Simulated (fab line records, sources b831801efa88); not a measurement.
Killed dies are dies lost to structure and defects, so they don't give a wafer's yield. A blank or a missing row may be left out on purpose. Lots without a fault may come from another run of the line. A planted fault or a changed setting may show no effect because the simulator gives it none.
Which tool did it? | flow sky130 | 7 lots, 21 wafers sampled, at 1 step of a route of 708

WHAT THE GAUGES READ, wafer by wafer
SKY_FIELD_ISO_BOW_MEAS_00.
lot  | measured    | on            | INCOMING_BOW (um)
L488 | day 1 20:01 | film_metro-01 | -17 5 -4
L490 | day 2 06:00 | film_metro-01 | 1 2 -10
L493 | day 2 21:01 | film_metro-01 | -8 0 11
L500 | day 4 08:00 | film_metro-04 | 3 -5 -2
L502 | day 4 18:00 | film_metro-04 | -3 -5 -4
L505 | day 5 09:00 | film_metro-04 | -6 5 1
L508 | day 6 00:00 | film_metro-04 | 6 -3 -2

WHICH TOOL RAN EACH LOT (tool, then ch and the chambers of the sampled wafers, then the start)
The record holds no process step before these readings.

THE ANSWER, worked out from the rows above alone
Rule: what is usual is taken from the lots themselves. Put in order of their means at a reading, lots are off if they are a third of the lots or fewer, leave a main group of 4 or more, and stand apart from it by a gap of 3 or more times the standard deviation of the main group's means; of several such gaps the widest counts. A main group whose means are all the same, to the digits that the tables above print for the reading, isn't used. A lot without any number at a reading at which 4 lots or more have one is off too. The other lots that the step has rows for count as sound.
No lot is off at any reading shown: from this, nothing can be told.

WHAT THE SIMULATOR HAD PUT IN
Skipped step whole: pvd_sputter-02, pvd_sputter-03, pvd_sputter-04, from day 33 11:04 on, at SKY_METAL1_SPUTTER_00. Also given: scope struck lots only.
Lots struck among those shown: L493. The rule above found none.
